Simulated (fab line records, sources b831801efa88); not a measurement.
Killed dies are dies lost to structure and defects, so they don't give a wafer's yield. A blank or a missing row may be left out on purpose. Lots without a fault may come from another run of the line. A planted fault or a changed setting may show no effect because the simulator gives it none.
Chamber matching | flow gf180mcu | GF_V2_ETCH_16 on rie_diel-01: 4 sister chambers
The step etches BARC in N2/H2. 4 wafers are shown with their chamber, then 12 later ones without.

WAFERS WITH THEIR CHAMBER
wafer  | chamber | drypump_motor_current_A (A)
L083.4 | 2       | 5.9
L086.1 | 3       | 5.6
L086.3 | 0       | 5.5
L086.5 | 1       | 6.5

WAFERS WITHOUT THEIR CHAMBER
wafer  | drypump_motor_current_A (A)
L090.1 | 6.5
L090.2 | 5.6
L090.3 | 5.9
L090.4 | 5.4
L090.5 | 5.4
L090.6 | 6.5
L091.1 | 5.6
L091.2 | 5.4
L091.5 | 5.8
L097.1 | 5.6
L097.3 | 5.4
L097.5 | 5.9

WHICH CHAMBER EACH WENT THROUGH
wafer  | from the rows above     | in truth
L090.1 | 1                       | 1
L090.2 | can't be placed: 3 or 0 | 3
L090.3 | 2                       | 2
L090.4 | can't be placed: 0 or 3 | 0
L090.5 | can't be placed: 0 or 3 | 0
L090.6 | 1                       | 1
L091.1 | can't be placed: 3 or 0 | 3
L091.2 | can't be placed: 0 or 3 | 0
L091.5 | can't be placed: 2 or 3 | 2
L097.1 | can't be placed: 3 or 0 | 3
L097.3 | can't be placed: 0 or 3 | 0
L097.5 | 2                       | 2
Placed correctly: 4 of 12. Can't be placed from these rows: 8 (the true chamber is among the candidates in 8). Placed wrongly: 0.
How it was worked out, from the rows above alone: a wafer's distance from a chamber is the root of the sum, over the readings, of the square of ((its reading less the chamber's mean) divided by the reading's scatter). The wafer belongs to the nearest chamber; if the next one is less than 2 further off, it can't be placed. A chamber's mean is the mean of its shown wafers. The scatter: with one shown wafer a chamber, the root of the mean of the squares of how far each hidden wafer lies from its nearest shown one.
